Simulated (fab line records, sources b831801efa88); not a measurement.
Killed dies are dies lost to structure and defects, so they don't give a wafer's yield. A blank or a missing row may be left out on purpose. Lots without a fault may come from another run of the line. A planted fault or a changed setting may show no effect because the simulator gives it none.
fab line records | flow sky130
record lots=13 wafers=39 last_day=49
route steps=708 shown LI_CONTACT@386 CONTACT@429 METAL1@449 PAD_OPEN@708
lots that met no fault: from a run of the same line without faults
start_h: hours from the record's first day to the start of the lot's first wafer shown | wait_h: hours since the lot's step before | " the same as in the row above | L1.1+2: a row that stands for several wafers | - no value, or no start given | * or withheld: withheld | < > ~ a bound
route shown NAME@n: a module of which the file shows steps, and the number in the route of the first | usual: mean/standard deviation of fault-free wafers | same: alike in all rows | chamber/n: place in a boat | sites: the reading at each site | _std_site: their standard deviation | _edge_site: outer sites' mean less inner sites' | radius_mm: how far each site lies from the wafer's centre | mask NAME#n: copy n | behind: the tool/chamber that last shaped the wafer | hold: why the lot was held/for how many hours/how that ended | device: the transistor (n, p or np) that didn't switch | end of line: the same wafers' tests at the end of the route | a step without rows: its recipe alone | killed: dies lost to structure and defects at the first sort, not the wafer's yield | map: a wafer's dies, x killed, . not, _ none there
set.NAME: the setting as run; set.NAME@STEP: as run at that earlier step | model.NAME: the simulator's own value behind a step, which no gauge read
steps of the route over a sample of lots; a table a step, a row a wafer
services: from which hour (start_h, from the record's first day; less than 0 if before it) a tool's chamber was out of use, for how many hours, and why
## steps
# step SKY_LI_CONTACT_CMP_24
# recipe stop_on=PSG t_overpolish_s=20 down_force_psi=3.5 platen_rpm=60 target_thk_nm=0 pad_velocity_m_s=0.94248
# usual motor_current_A=11.2/1.1 overpolish_run_s=19.999/0.0088 time_to_endpoint_s=97/3.1
# columns lot.wafer tool chamber start_h wait_h motor_current_A overpolish_run_s time_to_endpoint_s
L810.3 cmp-02 3 684.21 0.0 11.7 20.004 97
L810.1 " 2 " " 11.7 20.008 97
L810.6 " 0 " " 13.1 19.999 97
L811.1 cmp-02 1 686.06 0.1 10.3 19.990 95
L811.5 " 1 " " 10.1 19.986 100
L811.6 " 2 " " 11.1 19.988 94
L812.4 cmp-02 3 699.38 0.1 11.5 20.006 101
L812.5 " 1 " " 9.9 19.990 94
L812.6 " 2 " " 11.7 20.004 95
L814.1 cmp-01 1 734.86 0.1 11.8 20.011 102
L814.4 " 0 " " 10.6 20.004 99
L814.5 " 2 " " 10.1 20.000 102
L815.3 cmp-02 1 737.92 0.0 10.0 19.990 93
L815.2 " 3 " " 11.7 20.002 94
L815.1 " 0 " " 12.5 19.996 95
L813.3 cmp-01 1 738.67 0.1 11.8 20.004 104
L813.1 " 3 " " 12.4 20.005 98
L813.5 " 0 " " 10.6 20.015 103
L816.2 cmp-01 2 741.56 0.1 10.7 19.991 99
L816.6 " 1 " " 11.2 19.994 95
L816.5 " 2 " " 10.6 19.987 103
L817.2 cmp-01 1 746.56 0.0 11.0 20.006 102
L817.4 " 3 " " 12.3 20.003 96
L817.5 " 2 " " 10.4 19.995 101
L818.2 cmp-01 3 753.46 0.0 13.5 19.999 97
L818.1 " 0 " " 10.4 19.987 101
L818.5 " 3 " " 12.7 20.011 92
L819.2 cmp-02 0 758.76 0.0 12.6 19.997 96
L819.1 " 1 " " 10.7 19.995 95
L819.3 " 2 " " 10.5 20.003 98
L825.3 cmp-02 1 806.41 0.0 9.8 19.991 97
L825.5 " 1 " " 9.5 19.974 95
L825.6 " 2 " " 11.0 19.991 95
L827.3 cmp-01 1 825.76 0.1 11.2 19.996 93
L827.2 " 2 " " 10.3 20.003 94
L827.5 " 3 " " 13.0 19.989 96
L828.2 cmp-01 0 829.57 0.1 10.0 19.980 95
L828.1 " 1 " " 11.7 19.994 97
L828.6 " 2 " " 10.1 19.990 98
# step SKY_CONTACT_SPUTTER_23
# recipe material=TiN target_thk_nm=20 chamber_pressure_pa=5 power_w=4000 time_s=80
# usual throttle_valve_pct=30.2/1.4
# columns lot.wafer tool chamber start_h wait_h throttle_valve_pct
L810.1 pvd_sputter-04 - 742.79 0.0 30.0
L810.3 " - " " 28.7
L810.6 " - " " 30.8
L811.1 pvd_sputter-03 - 744.64 0.0 32.0
L811.5 " - " " 29.3
L811.6 " - " " 31.0
L812.4 pvd_sputter-01 - 757.06 0.0 29.5
L812.5 " - " " 31.3
L812.6 " - " " 28.8
L814.1 pvd_sputter-03 - 791.11 0.0 32.1
L814.4 " - " " 29.0
L814.5 " - " " 29.3
L815.1 pvd_sputter-04 - 793.52 0.0 33.1
L815.2 " - " " 30.9
L815.3 " - " " 29.8
L813.1 pvd_sputter-01 - 794.60 0.0 28.6
L813.3 " - " " 31.0
L813.5 " - " " 28.9
L816.2 pvd_sputter-04 - 798.28 0.0 30.7
L816.5 " - " " 30.7
L816.6 " - " " 28.4
L817.2 pvd_sputter-01 - 803.07 0.0 28.6
L817.4 " - " " 28.6
L817.5 " - " " 31.2
L818.1 pvd_sputter-03 - 811.04 0.0 29.2
L818.2 " - " " 30.8
L818.5 " - " " 30.7
L819.1 pvd_sputter-04 - 815.98 0.0 28.7
L819.2 " - " " 29.8
L819.3 " - " " 32.6
L825.3 pvd_sputter-04 - 862.99 0.0 32.8
L825.5 " - " " 28.7
L825.6 " - " " 30.7
L827.2 pvd_sputter-01 - 882.02 0.0 31.1
L827.3 " - " " 28.9
L827.5 " - " " 29.5
L828.1 pvd_sputter-03 - 885.07 0.0 29.2
L828.2 " - " " 30.4
L828.6 " - " " 29.2
# step SKY_METAL1_CD_MEAS_15
# recipe target_cd_nm=140
# usual cd_nm=140.1/1.3
# columns lot.wafer tool chamber start_h wait_h cd_nm
L810.1 cd_sem-02 - 770.74 - 140.2
L810.3 " - " " 141.7
L810.6 " - " " 139.2
L811.1 cd_sem-01 - 772.49 - 139.9
L811.5 " - " " 138.6
L811.6 " - " " 139.9
L812.4 cd_sem-02 - 785.45 - 141.3
L812.5 " - " " 140.4
L812.6 " - " " 141.2
L814.1 cd_sem-02 - 819.34 - 142.8
L814.4 " - " " 141.2
L814.5 " - " " 141.8
L815.1 cd_sem-02 - 821.54 - 138.8
L815.2 " - " " 139.9
L815.3 " - " " 138.8
L813.1 cd_sem-01 - 822.61 - 141.9
L813.3 " - " " 141.4
L813.5 " - " " 141.8
L816.2 cd_sem-02 - 826.41 - 140.7
L816.5 " - " " 139.7
L816.6 " - " " 142.6
L817.2 cd_sem-01 - 830.98 - 141.2
L817.4 " - " " 139.8
L817.5 " - " " 139.2
L818.1 cd_sem-01 - 839.49 - 139.6
L818.2 " - " " 141.6
L818.5 " - " " 139.6
L819.1 cd_sem-01 - 844.14 - 140.7
L819.2 " - " " 141.1
L819.3 " - " " 139.9
L825.3 cd_sem-02 - 889.80 - 136.5
L825.5 " - " " 136.8
L825.6 " - " " 136.9
L827.2 cd_sem-02 - 909.36 - 139.8
L827.3 " - " " 139.2
L827.5 " - " " 140.1
L828.1 cd_sem-01 - 912.29 - 139.1
L828.2 " - " " 139.9
L828.6 " - " " 140.6
# step SKY_METAL1_ETCH_18
# recipe chemistry=N2/H2 target=BARC ion_energy_ev=200 bias_w=100 pressure_mtorr=30 n2_flow_sccm=100 h2_flow_sccm=200 icp_w=500 stop_on=SiO2 time_s=45.9 target_depth_a=600
# usual drypump_motor_current_A=5.7/0.53 oes_product_au=0.853/0.0053 throttle_valve_pct=13.225/0.0082
# columns lot.wafer tool chamber start_h wait_h drypump_motor_current_A oes_product_au rf_hours_counter_h throttle_valve_pct
L810.1 rie_metal-04 0 770.93 0.0 6.0 0.854 10 13.231
L810.3 " 1 " " 6.0 0.848 - 13.224
L810.6 " 1 " " 6.0 0.848 - 13.218
L811.1 rie_metal-02 1 772.68 0.0 5.5 0.852 10 13.227
L811.5 " 1 " " 5.5 0.854 - 13.208
L811.6 " 0 " " 6.6 0.851 - 13.233
L812.4 rie_metal-04 1 785.60 0.0 6.0 0.852 - 13.213
L812.5 " 1 " " 6.0 0.851 - 13.224
L812.6 " 0 " " 6.0 0.856 - 13.220
L814.1 rie_metal-04 1 819.53 0.0 6.0 0.848 6 13.235
L814.4 " 0 " " 6.0 0.859 - 13.210
L814.5 " 0 " " 6.0 0.863 - 13.227
L815.1 rie_metal-03 0 821.73 0.0 5.6 0.856 2 13.227
L815.2 " 1 " " 4.7 0.858 5 13.225
L815.3 " 1 " " 4.7 0.849 - 13.205
L813.1 rie_metal-02 1 822.83 0.1 5.5 0.862 12 13.219
L813.3 " 1 " " 5.4 0.863 - 13.232
L813.5 " 1 " " 5.5 0.851 - 13.228
L816.2 rie_metal-04 1 826.57 0.0 6.0 0.857 6 13.219
L816.5 " 1 " " 6.0 0.855 - 13.227
L816.6 " 0 " " 6.0 0.851 - 13.214
L817.2 rie_metal-03 1 831.15 0.0 4.7 0.853 5 13.231
L817.4 " 1 " " 4.7 0.854 - 13.214
L817.5 " 0 " " 5.6 0.852 - 13.231
L818.1 rie_metal-02 1 839.71 0.1 5.5 0.846 13 13.227
L818.2 " 1 " " 5.5 0.855 - 13.225
L818.5 " 1 " " 5.5 0.840 - 13.231
L819.1 rie_metal-02 1 844.33 0.0 5.5 0.846 13 13.229
L819.2 " 0 " " 6.6 0.840 0 13.219
L819.3 " 1 " " 5.5 0.850 - 13.222
L825.3 rie_metal-02 1 890.02 0.1 5.5 0.853 - 13.228
L825.5 " 1 " " 5.5 0.852 - 13.223
L825.6 " 1 " " 5.5 0.852 - 13.233
L827.2 rie_metal-02 0 909.53 0.0 6.6 0.858 2 13.228
L827.3 " 0 " " 6.6 0.855 - 13.212
L827.5 " 0 " " 6.6 0.855 - 13.224
L828.1 rie_metal-03 1 912.47 0.0 4.7 0.854 9 13.212
L828.2 " 0 " " 5.6 0.850 6 13.226
L828.6 " 0 " " 5.6 0.862 - 13.232
# step SKY_PAD_OPEN_PROBE_99
# usual killed_at_M0_to_M3=44/6.4 killed_at_M4_up=3.4/2.1 killed_at_contacts=23/5 killed_at_front_end=15/4.5 killed_at_other=0.3/0.54 killed_dies=86/9.5 killed_on_rim=17/3.9 killed_open=48/6.9 killed_short=38/5.9
# same gross_dies=492 killed_at_back_side=0
# columns lot.wafer tool chamber start_h wait_h killed_at_M0_to_M3 killed_at_M4_up killed_at_contacts killed_at_front_end killed_at_other killed_dies killed_on_rim killed_open killed_short
L811.1 prober-01 - 1083.81 0.1 46 1 14 16 0 77 16 43 33
L811.5 prober-01 - 1084.01 0.2 44 1 20 11 0 76 16 40 35
L811.6 prober-01 - 1084.06 0.2 32 4 24 10 0 70 10 38 31
L810.1 prober-02 - 1084.11 0.1 45 6 27 12 0 90 17 49 41
L810.3 prober-02 - 1084.21 0.2 39 3 21 20 1 84 19 44 40
L810.6 prober-02 - 1084.36 0.2 44 3 30 12 0 89 19 46 43
L812.4 prober-01 - 1094.88 0.2 48 9 24 14 0 95 27 45 50
L812.5 prober-01 - 1094.93 0.2 31 5 19 14 0 69 10 39 30
L812.6 prober-01 - 1094.98 0.2 50 5 21 22 0 98 22 50 47
L814.1 prober-02 - 1115.89 0.1 57 3 18 20 1 99 18 47 52
L814.4 prober-02 - 1116.04 0.2 44 5 22 12 0 83 17 45 38
L814.5 prober-02 - 1116.09 0.2 56 4 29 16 1 106 21 50 56
L815.1 prober-01 - 1119.45 0.1 42 6 24 10 0 82 16 40 42
L815.2 prober-01 - 1119.50 0.1 37 3 23 16 0 79 13 49 28
L815.3 prober-01 - 1119.55 0.2 42 1 28 15 1 87 15 49 38
L813.1 prober-02 - 1121.48 0.1 38 1 25 20 0 84 22 48 35
L813.3 prober-02 - 1121.58 0.2 38 5 17 19 0 79 12 39 39
L813.5 prober-02 - 1121.68 0.2 51 5 24 9 0 89 18 45 43
L816.2 prober-01 - 1122.20 0.1 48 2 22 17 1 90 11 46 44
L816.5 prober-01 - 1122.35 0.2 40 1 29 12 0 82 16 39 43
L816.6 prober-01 - 1122.40 0.2 47 3 20 6 0 76 18 40 36
L817.2 prober-02 - 1126.78 0.1 38 2 23 17 0 80 14 39 41
L817.4 prober-02 - 1126.88 0.2 41 0 29 16 0 86 21 57 29
L817.5 prober-02 - 1126.93 0.2 36 2 26 8 0 72 18 41 31
L818.1 prober-01 - 1133.42 0.1 51 7 25 17 0 100 21 63 37
L818.2 prober-01 - 1133.47 0.1 50 7 20 24 1 102 22 50 48
L818.5 prober-01 - 1133.62 0.2 43 4 18 21 0 86 21 43 42
L819.1 prober-02 - 1134.41 0.1 36 11 16 12 0 75 13 43 32
L819.2 prober-02 - 1134.46 0.1 45 2 14 14 0 75 14 42 33
L819.3 prober-02 - 1134.51 0.2 45 5 20 14 0 84 20 48 35
L825.3 prober-02 - 1169.66 0.2 45 2 25 18 0 90 12 54 36
L825.5 prober-02 - 1169.76 0.2 46 4 26 20 1 97 18 52 45
L825.6 prober-02 - 1169.81 0.2 48 5 13 22 0 88 14 49 36
L827.2 prober-02 - 1178.88 0.1 44 0 197 5 1 247 42 30 33
L827.3 prober-02 - 1178.93 0.2 45 5 28 15 1 94 12 59 34
L827.5 prober-02 - 1179.03 0.2 37 3 21 18 0 79 12 38 41
L828.1 prober-01 - 1182.29 0.1 43 3 26 12 0 84 14 44 40
L828.2 prober-01 - 1182.34 0.1 40 5 35 16 1 97 13 59 38
L828.6 prober-01 - 1182.54 0.2 23 3 204 12 0 242 47 35 28
# killed by level:class
L811.1 VIA1:geometric_particle:open=11 CONTACT:geometric_particle:open=8 FIELD_ISO:geometric_particle:open=7 METAL1:geometric_particle:short=7 METAL2:geometric_particle:short=7 VIA1:geometric_particle:short=5 VIA3:geometric_particle:open=4 VIA2:geometric_particle:open=4
L811.5 VIA1:geometric_particle:open=12 LOCAL_INTERCONNECT:geometric_particle:short=8 METAL3:geometric_particle:short=5 VIA3:geometric_particle:open=5 METAL1:geometric_particle:short=4 FIELD_ISO:geometric_particle:open=3 LI_CONTACT:geometric_particle:open=3 LOCAL_INTERCONNECT:geometric_particle:open=3
L811.6 CONTACT:geometric_particle:open=9 VIA1:geometric_particle:open=9 LI_CONTACT:geometric_particle:open=6 METAL2:geometric_particle:short=6 METAL1:geometric_particle:short=5 LOCAL_INTERCONNECT:geometric_particle:short=4 VIA3:geometric_particle:open=4 LOCAL_INTERCONNECT:geometric_particle:open=3
L810.1 VIA1:geometric_particle:open=10 VIA3:geometric_particle:open=9 LI_CONTACT:geometric_particle:open=8 VIA2:geometric_particle:open=7 FIELD_ISO:geometric_particle:open=6 METAL4:geometric_particle:short=6 CONTACT:geometric_particle:open=5 CONTACT:geometric_particle:short=5
L810.3 VIA1:geometric_particle:open=10 VIA2:geometric_particle:open=9 CONTACT:geometric_particle:open=6 METAL2:geometric_particle:short=6 FIELD_ISO:geometric_particle:short=5 POLY_GATE:geometric_particle:short=5 CONTACT:geometric_particle:short=5 LI_CONTACT:geometric_particle:open=4
L810.6 VIA1:geometric_particle:open=12 LI_CONTACT:geometric_particle:open=10 CONTACT:geometric_particle:open=8 VIA2:geometric_particle:open=6 VIA1:geometric_particle:short=5 FIELD_ISO:geometric_particle:short=4 LI_CONTACT:geometric_particle:short=4 LOCAL_INTERCONNECT:geometric_particle:short=4
L812.4 VIA1:geometric_particle:open=19 METAL4:geometric_particle:short=9 CONTACT:geometric_particle:open=9 METAL1:geometric_particle:short=7 LI_CONTACT:geometric_particle:open=5 CONTACT:geometric_particle:short=5 VIA1:geometric_particle:short=5 FIELD_ISO:geometric_particle:short=4
L812.5 CONTACT:geometric_particle:open=9 VIA1:geometric_particle:open=7 METAL1:geometric_particle:short=6 FIELD_ISO:geometric_particle:open=4 POLY_GATE:geometric_particle:open=4 VIA2:geometric_particle:open=4 VIA3:geometric_particle:open=4 LI_CONTACT:geometric_particle:open=3
L812.6 VIA1:geometric_particle:open=11 POLY_GATE:geometric_particle:open=8 METAL1:geometric_particle:short=7 VIA2:geometric_particle:open=7 VIA1:geometric_particle:short=6 VIA2:geometric_particle:short=5 METAL3:geometric_particle:short=4 LOCAL_INTERCONNECT:geometric_particle:open=4
L814.1 CONTACT:geometric_particle:open=9 VIA1:geometric_particle:open=8 VIA3:geometric_particle:open=8 VIA1:geometric_particle:short=7 VIA2:geometric_particle:open=7 METAL2:geometric_particle:short=7 FIELD_ISO:geometric_particle:short=6 METAL1:geometric_particle:short=6
L814.4 VIA1:geometric_particle:open=14 CONTACT:geometric_particle:open=8 METAL2:geometric_particle:short=7 VIA3:geometric_particle:open=6 VIA1:geometric_particle:short=6 LI_CONTACT:geometric_particle:open=5 CONTACT:geometric_particle:short=5 FIELD_ISO:geometric_particle:open=4
L814.5 LI_CONTACT:geometric_particle:open=9 METAL2:geometric_particle:short=9 VIA2:geometric_particle:open=9 VIA1:geometric_particle:open=8 POLY_GATE:geometric_particle:short=7 METAL1:geometric_particle:short=7 CONTACT:geometric_particle:short=7 METAL2:geometric_particle:open=6
L815.1 VIA1:geometric_particle:open=14 LI_CONTACT:geometric_particle:open=7 CONTACT:geometric_particle:open=6 METAL4:geometric_particle:short=6 LOCAL_INTERCONNECT:geometric_particle:short=5 CONTACT:geometric_particle:short=5 FIELD_ISO:geometric_particle:open=4 METAL2:geometric_particle:short=4
L815.2 CONTACT:geometric_particle:open=12 VIA1:geometric_particle:open=10 VIA2:geometric_particle:open=9 POLY_GATE:geometric_particle:short=4 POLY_GATE:geometric_particle:open=4 CONTACT:geometric_particle:short=4 VIA1:geometric_particle:short=4 FIELD_ISO:geometric_particle:open=3
L815.3 CONTACT:geometric_particle:open=11 VIA3:geometric_particle:open=10 VIA2:geometric_particle:open=7 FIELD_ISO:geometric_particle:open=6 METAL1:geometric_particle:short=6 VIA1:geometric_particle:open=6 LI_CONTACT:geometric_particle:open=5 LOCAL_INTERCONNECT:geometric_particle:short=5
L813.1 VIA2:geometric_particle:open=10 CONTACT:geometric_particle:open=8 VIA3:geometric_particle:short=6 POLY_GATE:geometric_particle:open=5 LI_CONTACT:geometric_particle:open=5 CONTACT:geometric_particle:short=5 VIA1:geometric_particle:open=5 VIA3:geometric_particle:open=5
L813.3 VIA1:geometric_particle:open=7 FIELD_ISO:geometric_particle:short=6 VIA1:geometric_particle:short=6 CONTACT:geometric_particle:open=6 LI_CONTACT:geometric_particle:open=5 VIA2:geometric_particle:short=5 VIA2:geometric_particle:open=5 FIELD_ISO:geometric_particle:open=4
L813.5 VIA1:geometric_particle:open=11 VIA2:geometric_particle:open=7 VIA3:geometric_particle:open=6 LOCAL_INTERCONNECT:geometric_particle:short=6 CONTACT:geometric_particle:short=6 CONTACT:geometric_particle:open=6 METAL1:geometric_particle:short=6 METAL3:geometric_particle:short=5
L816.2 VIA1:geometric_particle:open=14 METAL2:geometric_particle:short=8 VIA3:geometric_particle:open=8 CONTACT:geometric_particle:short=7 CONTACT:geometric_particle:open=7 VIA1:geometric_particle:short=6 POLY_GATE:geometric_particle:open=5 FIELD_ISO:geometric_particle:short=3
L816.5 CONTACT:geometric_particle:open=8 LI_CONTACT:geometric_particle:open=7 LOCAL_INTERCONNECT:geometric_particle:short=6 VIA1:geometric_particle:open=6 VIA1:geometric_particle:short=5 VIA2:geometric_particle:open=5 LI_CONTACT:geometric_particle:short=5 METAL2:geometric_particle:short=5
L816.6 VIA1:geometric_particle:open=12 METAL2:geometric_particle:short=7 VIA2:geometric_particle:open=7 LOCAL_INTERCONNECT:geometric_particle:short=5 METAL1:geometric_particle:short=5 LI_CONTACT:geometric_particle:open=4 CONTACT:geometric_particle:open=4 CONTACT:geometric_particle:short=4
L817.2 VIA1:geometric_particle:open=9 LI_CONTACT:geometric_particle:short=8 LI_CONTACT:geometric_particle:open=6 VIA3:geometric_particle:open=6 FIELD_ISO:geometric_particle:open=5 METAL1:geometric_particle:short=5 VIA1:geometric_particle:short=5 CONTACT:geometric_particle:open=4
L817.4 VIA1:geometric_particle:open=11 LI_CONTACT:geometric_particle:open=10 CONTACT:geometric_particle:open=10 FIELD_ISO:geometric_particle:open=7 VIA2:geometric_particle:open=7 VIA3:geometric_particle:open=7 VIA1:geometric_particle:short=6 POLY_GATE:geometric_particle:short=4
L817.5 CONTACT:geometric_particle:open=10 VIA1:geometric_particle:open=9 LI_CONTACT:geometric_particle:open=6 METAL1:geometric_particle:short=6 METAL2:geometric_particle:short=5 VIA3:geometric_particle:open=5 CONTACT:geometric_particle:short=4 VIA2:geometric_particle:open=4
L818.1 VIA1:geometric_particle:open=19 LI_CONTACT:geometric_particle:open=9 METAL2:geometric_particle:short=7 CONTACT:geometric_particle:open=6 VIA3:geometric_particle:open=6 FIELD_ISO:geometric_particle:open=5 FIELD_ISO:geometric_particle:short=5 VIA2:geometric_particle:open=5
L818.2 VIA1:geometric_particle:open=13 VIA2:geometric_particle:open=8 FIELD_ISO:geometric_particle:short=7 LI_CONTACT:geometric_particle:open=6 CONTACT:geometric_particle:open=6 VIA3:geometric_particle:open=5 METAL4:geometric_particle:short=5 POLY_GATE:geometric_particle:short=4
L818.5 VIA1:geometric_particle:short=9 FIELD_ISO:geometric_particle:open=7 VIA1:geometric_particle:open=7 VIA2:geometric_particle:open=7 POLY_GATE:geometric_particle:short=5 CONTACT:geometric_particle:short=5 LI_CONTACT:geometric_particle:open=5 CONTACT:geometric_particle:open=5
L819.1 VIA1:geometric_particle:open=11 CONTACT:geometric_particle:open=9 METAL4:geometric_particle:short=8 VIA2:geometric_particle:open=6 FIELD_ISO:geometric_particle:short=3 POLY_GATE:geometric_particle:open=3 LI_CONTACT:geometric_particle:open=3 METAL1:geometric_particle:short=3
L819.2 VIA1:geometric_particle:open=10 VIA3:geometric_particle:open=9 METAL2:geometric_particle:short=8 CONTACT:geometric_particle:open=6 VIA1:geometric_particle:short=6 POLY_GATE:geometric_particle:open=5 VIA2:geometric_particle:open=5 FIELD_ISO:geometric_particle:short=3
L819.3 METAL2:geometric_particle:short=9 VIA3:geometric_particle:open=9 CONTACT:geometric_particle:open=7 VIA2:geometric_particle:open=6 LI_CONTACT:geometric_particle:open=5 LOCAL_INTERCONNECT:geometric_particle:short=5 VIA1:geometric_particle:open=5 METAL1:geometric_particle:short=4
L825.3 CONTACT:geometric_particle:open=11 LI_CONTACT:geometric_particle:open=7 VIA3:geometric_particle:open=7 METAL1:geometric_particle:short=6 VIA1:geometric_particle:open=6 FIELD_ISO:geometric_particle:open=5 METAL2:geometric_particle:short=5 VIA2:geometric_particle:open=5
L825.5 LI_CONTACT:geometric_particle:open=9 VIA1:geometric_particle:open=8 FIELD_ISO:geometric_particle:short=7 POLY_GATE:geometric_particle:open=7 CONTACT:geometric_particle:open=7 VIA1:geometric_particle:short=7 VIA2:geometric_particle:open=6 VIA3:geometric_particle:open=5
L825.6 VIA3:geometric_particle:open=11 VIA2:geometric_particle:open=9 VIA1:geometric_particle:open=8 POLY_GATE:geometric_particle:short=6 CONTACT:geometric_particle:open=6 POLY_GATE:geometric_particle:open=5 FIELD_ISO:geometric_particle:short=4 METAL4:geometric_particle:short=4
L827.2 LI_CONTACT:unspecified=184 METAL2:geometric_particle:short=9 VIA1:geometric_particle:open=7 VIA1:geometric_particle:short=6 VIA3:geometric_particle:open=5 VIA2:geometric_particle:short=4 CONTACT:geometric_particle:short=4 METAL1:geometric_particle:short=4
L827.3 VIA1:geometric_particle:open=12 CONTACT:geometric_particle:open=11 VIA2:geometric_particle:open=11 LI_CONTACT:geometric_particle:open=8 METAL2:geometric_particle:short=5 METAL4:geometric_particle:short=5 FIELD_ISO:geometric_particle:open=4 CONTACT:geometric_particle:short=4
L827.5 LOCAL_INTERCONNECT:geometric_particle:short=6 VIA1:geometric_particle:open=6 VIA2:geometric_particle:open=6 VIA3:geometric_particle:open=6 LI_CONTACT:geometric_particle:open=5 METAL2:geometric_particle:short=5 CONTACT:geometric_particle:open=5 POLY_GATE:geometric_particle:open=4
L828.1 VIA1:geometric_particle:open=11 CONTACT:geometric_particle:open=10 LI_CONTACT:geometric_particle:open=7 METAL2:geometric_particle:short=7 VIA3:geometric_particle:open=6 FIELD_ISO:geometric_particle:short=5 CONTACT:geometric_particle:short=4 METAL1:geometric_particle:short=4
L828.2 CONTACT:geometric_particle:open=11 VIA2:geometric_particle:open=9 LI_CONTACT:geometric_particle:open=8 VIA1:geometric_particle:open=8 METAL2:geometric_particle:short=7 POLY_GATE:geometric_particle:short=6 LOCAL_INTERCONNECT:geometric_particle:open=6 VIA3:geometric_particle:open=5
L828.6 LI_CONTACT:unspecified=179 LI_CONTACT:geometric_particle:open=9 CONTACT:geometric_particle:short=6 CONTACT:geometric_particle:open=6 VIA2:geometric_particle:open=6 VIA1:geometric_particle:open=4 METAL2:geometric_particle:short=4 FIELD_ISO:geometric_particle:short=3
## services
# columns tool chamber start_h hours kind
pvd_sputter-03 - 661.32 1.1 repair
rie_metal-02 0 664.21 2.3 repair
pvd_sputter-01 - 667.18 0.6 repair
rie_metal-04 - 671.48 4.3 pm
cmp-01 - 672.44 11.4 pm
cmp-02 - 707.92 2.5 repair
cmp-01 - 731.43 3.2 pm
cmp-01 - 737.75 0.8 repair
cmp-02 - 744.76 4.0 pm
pvd_sputter-03 - 752.22 4.7 repair
pvd_sputter-04 - 763.78 5.0 repair
pvd_sputter-03 - 768.96 12.4 repair
rie_metal-02 - 789.98 0.7 repair
cmp-02 - 796.94 5.2 pm
cmp-01 - 803.08 0.3 repair
pvd_sputter-01 - 803.96 12.1 repair
cmp-02 - 804.06 1.7 repair
rie_metal-02 0 805.95 20.4 repair
cmp-01 - 812.12 0.4 repair
cmp-02 - 846.72 5.8 pm
cmp-02 - 853.66 3.9 repair
rie_metal-02 0 883.75 9.9 repair
cmp-02 - 906.50 1.9 repair
cmp-01 - 912.26 4.0 pm
## key
first_sign step=SKY_PAD_OPEN_PROBE_99 reading=killed_at_contacts direction=up sigmas=35 usual=23 struck=200
effect step=SKY_PAD_OPEN_PROBE_99 reading=killed_dies direction=up sigmas=17 usual=86 struck=244
met_at SKY_LI_CONTACT_CMP_24
struck_lots L827,L828
struck_wafers L827.2,L828.6
tester_left_out L827,L828
not_acting_at SKY_CONTACT_SPUTTER_23,SKY_METAL1_CD_MEAS_15,SKY_METAL1_ETCH_18
onset_between 746.56 825.76
fault kind=chamber_particle_source tool=cmp-01 chamber=2 onset_h=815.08 steps=SKY_LI_CONTACT_CMP_24 rate_per_visit_cm2=0.96254 end_h=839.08
# tester_left_out: of these lots the tester's yield and bins aren't shown, on N5 and GAA mostly nor the transistor test; their killed dies are dies lost to structure and defects alone, not to doping, threshold or leakage, so they don't give the yield
